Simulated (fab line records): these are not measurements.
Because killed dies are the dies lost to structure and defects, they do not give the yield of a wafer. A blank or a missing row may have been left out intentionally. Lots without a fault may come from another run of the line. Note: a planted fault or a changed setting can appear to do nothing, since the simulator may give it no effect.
The tool behind it: which one? -- flow sky130 -- Sampling: 7 lots, 19 wafers, 2 of 708 route steps

== WHAT EACH GAUGE READ, for each wafer ==
SKY_FIELD_ISO_THK_MEAS_25.
lot,measured,on,FIELD_ISO_CVD_24_THK (nm)
L822,day 2 17:52,film-metro-03,598 592 596
L824,day 3 05:43,film-metro-03,600 590 599
L827,day 3 20:22,film-metro-03,593 651 585 593 651 585
L829,day 4 06:25,film-metro-03,643 642
L839,day 6 11:08,film-metro-03,600 594 593
L841,day 6 21:19,film-metro-03,587 593 592
L843,day 7 06:13,film-metro-02,588 597 591

== WHICH TOOL RAN EACH LOT (tool, then ch and the chambers of the sampled wafers, then the start) ==
lot,SKY_FIELD_ISO_CVD_24
L822,"hdpcvd-02 ch 0,2, day 2 17:47"
L824,"hdpcvd-02 ch 0,2, day 3 05:38"
L827,"hdpcvd-02 ch 0,1,2, day 3 20:16"
L829,"hdpcvd-02 ch 2, day 4 06:20"
L839,"hdpcvd-01 ch 0,1,2, day 6 11:04"
L841,"hdpcvd-01 ch 0,2, day 6 21:14"
L843,"hdpcvd-01 ch 0,2, day 7 06:08"
- SKY_FIELD_ISO_CVD_24: deposits SiO2, target thk 595 nm, time 99.2 s.

== THE ANSWER, worked out from the rows above alone ==
Rule: what is usual is taken from the lots themselves. The widest of any qualifying gaps counts: lots, ordered by their means at a reading, are off when they make up no more than a third of the lots, leave a main group of 4 or more, and stand apart from it by 3 or more times the standard deviation of that group's means. Not used: any main group whose means are identical at the precision the tables above print for the reading. A lot without any number at a reading at which 4 lots or more have one is off too. The other lots that the step has rows for count as sound.
Off: L827, L829, at SKY_FIELD_ISO_THK_MEAS_25 (FIELD_ISO_CVD_24_THK). Main group: mean 594 nm, sd 2.2.
If a tool, at a process step before that reading, ran all the lots that are off and no sound lot after the first of them, it fits. Those tools and the gauges at SKY_FIELD_ISO_THK_MEAS_25 are tried in the same way. One candidate fits, namely hdpcvd-02 at SKY_FIELD_ISO_CVD_24. A fault onset in the window from L824 (day 3 05:38, its last sound lot) to L827 (day 3 20:16, its first lot off) fits.

== WHAT HAD BEEN PUT IN BY THE SIMULATOR ==
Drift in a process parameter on hdpcvd-02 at SKY_FIELD_ISO_CVD_24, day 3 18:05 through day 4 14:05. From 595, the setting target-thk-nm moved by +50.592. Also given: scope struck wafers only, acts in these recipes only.
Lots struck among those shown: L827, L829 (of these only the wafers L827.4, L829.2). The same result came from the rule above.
